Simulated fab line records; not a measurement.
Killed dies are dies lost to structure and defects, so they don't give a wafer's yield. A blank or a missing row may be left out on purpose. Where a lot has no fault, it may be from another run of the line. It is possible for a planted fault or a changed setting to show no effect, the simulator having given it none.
The tool behind it: which one? ; flow sky130 ; 12 lots with 36 wafers sampled at 4 steps, on a route of 708 steps

## WHAT THE GAUGES READ, wafer by wafer
SKY_VT_ADJUST_PCH_TW_MEAS_10.
lot;measured;on;VT_ADJUST_PCH_TW
L321;day 10 16:40;filmMetro-03;142.1 142.4 141.9
L322;day 11 01:41;filmMetro-01;141.4 140.9 140.2
L324;day 11 19:39;filmMetro-02;143.4 142.8 142.9
L327;day 13 04:04;filmMetro-02;141.5 141.5 142.7
L330;day 14 08:28;filmMetro-03;139.8 140.3 140.0
L331;day 15 11:25;filmMetro-03;141.1 140.2 140.3
L333;day 15 18:25;filmMetro-02;142.1 142.7 142.5
L336;day 16 02:54;filmMetro-01;141.6 141.8 141.8
L337;day 16 16:59;filmMetro-01;141.1 141.4 141.1
L339;day 16 22:37;filmMetro-03;141.8 141.5 141.1
L342;day 17 10:11;filmMetro-01;141.8 142.1 142.1
L343;day 17 23:18;filmMetro-03;141.5 141.0 141.2

## WHAT TOOL EACH LOT RAN ON (gives the tool, then ch and the chambers of the sampled wafers, and finally the start)
lot;SKY_FIELD_ISO_ETCH_15;SKY_DNWELL_DEHYDRATE_00;SKY_VT_ADJUST_NCORE_STRIP_10
L321;rieDiel-02 ch 0,1,3, day 2 10:10;lithoTrack-02 ch 0, day 3 03:10;plasmaAsher-04 ch 0,1, day 8 20:13
L322;rieDiel-04 ch 0,1, day 2 16:25;lithoTrack-02 ch 0, day 3 10:13;plasmaAsher-04 ch 0,1, day 9 02:27
L324;rieDiel-03 ch 0,1,2, day 3 01:40;lithoTrack-03 ch 0, day 4 01:22;plasmaAsher-02 ch 0,1, day 9 21:43
L327;rieDiel-02 ch 1,2, day 3 17:49;lithoTrack-02 ch 0, day 4 18:13;plasmaAsher-02 ch 1, day 11 03:00
L330;rieDiel-03 ch 0,1, day 4 07:46;lithoTrack-02 ch 0, day 5 11:44;plasmaAsher-03 ch 0,1, day 12 04:19
L331;rieDiel-04 ch 0,1,3, day 4 18:31;lithoTrack-02 ch 0, day 6 05:55;plasmaAsher-03 ch 0,1, day 13 05:08
L333;rieDiel-04 ch 0,1,2, day 5 06:40;lithoTrack-02 ch 0, day 6 12:54;plasmaAsher-04 ch 0,1, day 13 11:49
L336;rieDiel-03 ch 1,2, day 5 17:46;lithoTrack-01 ch 0, day 6 18:35;plasmaAsher-04 ch 0,1, day 13 20:41
L337;rieDiel-02 ch 0,2,3, day 6 06:02;lithoTrack-02 ch 0, day 7 02:56;plasmaAsher-02 ch 0, day 14 09:24
L339;rieDiel-03 ch 1,3, day 6 13:37;lithoTrack-02 ch 0, day 7 06:28;plasmaAsher-04 ch 0,1, day 14 14:13
L342;rieDiel-03 ch 0,3, day 6 23:10;lithoTrack-03 ch 0, day 7 15:32;plasmaAsher-02 ch 0,1, day 15 01:35
L343;rieDiel-02 ch 1,2,3, day 7 07:49;lithoTrack-03 ch 0, day 8 00:07;plasmaAsher-03 ch 0,1, day 15 14:19
- SKY_FIELD_ISO_ETCH_15: etches the open film in CHF3/O2, stops on Si, target depth 180 nm, time 72 s.
- SKY_DNWELL_DEHYDRATE_00: time 60 s.
- SKY_VT_ADJUST_NCORE_STRIP_10: strips in O2/N2.

## AS READ BY THE TOOLS THEMSELVES (means over the sampled wafers that have a number; for cases with no such wafer, the mark the record gives instead)
SKY_FIELD_ISO_ETCH_15.
lot;tool;O2_flow_sccm (sccm);chamberPressureMTorr (mTorr);drypumpMotorCurrentA (A);oesProductAu (a.u.);throttleValvePct (%)
L321;rieDiel-02;4.996;39.96;5.9;0.951;8.841
L322;rieDiel-04;4.997;40.02;6.2;0.949;8.845
L324;rieDiel-03;4.988;40.02;5.4;0.951;8.855
L327;rieDiel-02;4.995;40.00;6.1;0.951;8.848
L330;rieDiel-03;5.001;40.03;5.2;0.944;8.844
L331;rieDiel-04;5.012;39.99;5.9;0.948;8.835
L333;rieDiel-04;4.977;40.01;5.8;0.945;8.844
L336;rieDiel-03;4.985;40.00;5.5;0.953;8.851
L337;rieDiel-02;5.005;40.00;5.9;0.954;8.847
L339;rieDiel-03;5.005;39.97;5.3;0.942;8.845
L342;rieDiel-03;5.009;39.99;5.6;0.966;8.846
L343;rieDiel-02;4.970;40.03;6.2;0.955;8.845

SKY_DNWELL_DEHYDRATE_00.
lot;tool;runLengthS (s)
L321;lithoTrack-02;89.04
L322;lithoTrack-02;89.03
L324;lithoTrack-03;89.03
L327;lithoTrack-02;89.01
L330;lithoTrack-02;88.95
L331;lithoTrack-02;88.91
L333;lithoTrack-02;95.10
L336;lithoTrack-01;89.33
L337;lithoTrack-02;95.36
L339;lithoTrack-02;95.31
L342;lithoTrack-03;89.01
L343;lithoTrack-03;89.02

SKY_VT_ADJUST_NCORE_STRIP_10.
lot;tool;chamberPressureMTorr (mTorr);drypumpMotorCurrentA (A);oesProductAu (a.u.);stripTimeToEndpointS (s)
L321;plasmaAsher-04;1499.1;5.4;0.714;14.17
L322;plasmaAsher-04;1498.4;5.6;0.719;14.28
L324;plasmaAsher-02;1500.4;5.8;0.710;14.25
L327;plasmaAsher-02;1499.2;5.2;0.713;14.23
L330;plasmaAsher-03;1500.1;5.9;0.713;14.21
L331;plasmaAsher-03;1499.0;5.9;0.714;14.28
L333;plasmaAsher-04;1500.5;5.4;0.714;14.23
L336;plasmaAsher-04;1499.4;5.4;0.715;14.22
L337;plasmaAsher-02;1500.4;6.1;0.715;14.23
L339;plasmaAsher-04;1500.4;5.6;0.715;14.25
L342;plasmaAsher-02;1500.4;5.5;0.716;14.28
L343;plasmaAsher-03;1500.0;5.6;0.715;14.25

## THE ANSWER, worked out from the rows above alone
Rule: usual is defined by the lots themselves. The widest of any qualifying gaps counts: lots, ordered by their means at a reading, are off when they make up no more than a third of the lots, leave a main group of 4 or more, and stand apart from it by 3 or more times the standard deviation of that group's means. A main group whose means are all the same, to the digits that the tables above print for the reading, isn't used. A lot without any number at a reading at which 4 lots or more have one is off too. All remaining lots with rows at the step are treated as sound. After the gauges, taken in route order, come the tools' own readings; for these a lot's mean is taken, as printed above. At the first step where some lot is off, the reading lying furthest off is the one used; lots without a number count as furthest.
Off: L333, L337, L339, at SKY_DNWELL_DEHYDRATE_00 (runLengthS). The main group has a mean of 89.04 s with a standard deviation of 0.11.
If a tool, at that step or one of the process steps before it, ran each lot that is off and ran no sound lot following the first of them, it fits. One fits: lithoTrack-02 at SKY_DNWELL_DEHYDRATE_00. A fault onset in the window from L331 (day 6 05:55, its last sound lot) to L333 (day 6 12:54, its first lot off) fits.
The tool's own readings at SKY_DNWELL_DEHYDRATE_00 bear it out: on the lots that are off they differ by more than 5 times the standard deviation of the sound lots' means. runLengthS reads 95.26 s there against 89.04 s on the sound lots.

## WHAT HAD BEEN PUT IN BY THE SIMULATOR
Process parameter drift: lithoTrack-02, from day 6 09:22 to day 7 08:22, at SKY_DNWELL_DEHYDRATE_00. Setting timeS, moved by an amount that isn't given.
Struck lots among those shown: L333, L337, L339. The rule given above showed the same thing.
